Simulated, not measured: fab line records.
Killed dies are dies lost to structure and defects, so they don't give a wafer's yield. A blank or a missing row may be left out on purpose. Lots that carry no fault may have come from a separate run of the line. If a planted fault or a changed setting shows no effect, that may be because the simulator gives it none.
One fault seen from 2 desks / flow sky130 / only its own numbers are on each desk; what lay behind them is given at the end

== THE TOOL OWNER'S DESK: pvdSputter-01 ==
The tool's own readings at SKY_LI_CONTACT_SPUTTER_19 (material Ti, target thk 20 nm, time 106.37 s): means of the sampled wafers that have a number, for each lot that ran on this tool. Any lot whose mean is over 4 standard deviations away from the usual mean is out of limits and marked OUT; that distance is given in the brackets.
Columns: A = chamberPressurePa at SKY_LI_CONTACT_SPUTTER_19, usual 5.001 Pa; B = throttleValvePct at SKY_LI_CONTACT_SPUTTER_19, usual 29.8 %
lot=L328; first seen here=day 29 04:56; A=5.002; B=29.1
lot=L330; first seen here=day 29 23:05; A=4.999; B=29.2
lot=L335; first seen here=day 31 13:29; A=5.244 (+30) OUT; B=29.4
lot=L341; first seen here=day 34 20:29; A=5.001; B=29.9
lot=L348; first seen here=day 35 13:07; A=4.999; B=29.1
This desk's verdict: out of limits on L335, starting with L335 at day 31 13:29 (chamberPressurePa at SKY_LI_CONTACT_SPUTTER_19). L328, L330, L341, L348 stayed within limits.

== METROLOGY DESK ==
Means of the sampled wafers that have a number, per lot and without regard to the tool the lot ran on: this is what the gauges read. Any lot whose mean is over 4 standard deviations away from the usual mean is out of limits and marked OUT; that distance is given in the brackets.
Columns: A = LI_CONTACT_W_RS at SKY_LI_CONTACT_RS_MEAS_22, usual 0.288 ohm/sq
lot=L328; first seen here=day 29 05:13; A=0.289
lot=L330; first seen here=day 29 23:20; A=0.287
lot=L332; first seen here=day 30 21:42; A=0.288
lot=L335; first seen here=day 31 13:54; A=0.291
lot=L343; first seen here=day 34 20:27; A=0.287
lot=L341; first seen here=day 34 20:53; A=0.291
lot=L342; first seen here=day 34 21:07; A=0.284
lot=L344; first seen here=day 34 21:35; A=0.290
lot=L345; first seen here=day 34 22:38; A=0.291
lot=L348; first seen here=day 35 13:25; A=0.284
lot=L349; first seen here=day 35 23:28; A=0.284
lot=L350; first seen here=day 36 08:55; A=0.288
lot=L351; first seen here=day 36 19:09; A=0.288
This desk found nothing out of limits on any of the 13 lots.

== BROUGHT TOGETHER ==
An alarm could have come from the tool owner's desk at day 31 13:29, on L335.
The metrology desk saw nothing out of limits.
The metrology desk holds a record of L335, inside its limits.
Of the lots named, all ran SKY_LI_CONTACT_SPUTTER_19 on pvdSputter-01.

== WHAT WAS PUT IN BY THE SIMULATOR ==
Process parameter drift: pvdSputter-01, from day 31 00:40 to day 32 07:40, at SKY_LI_CONTACT_SPUTTER_19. Setting chamberPressurePa, moved by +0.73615, from 5. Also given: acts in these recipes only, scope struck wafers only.
Struck lots among those shown: L335.
How many hours passed from the start of the fault until each desk's first out-of-limits reading: the tool owner's desk, 13.
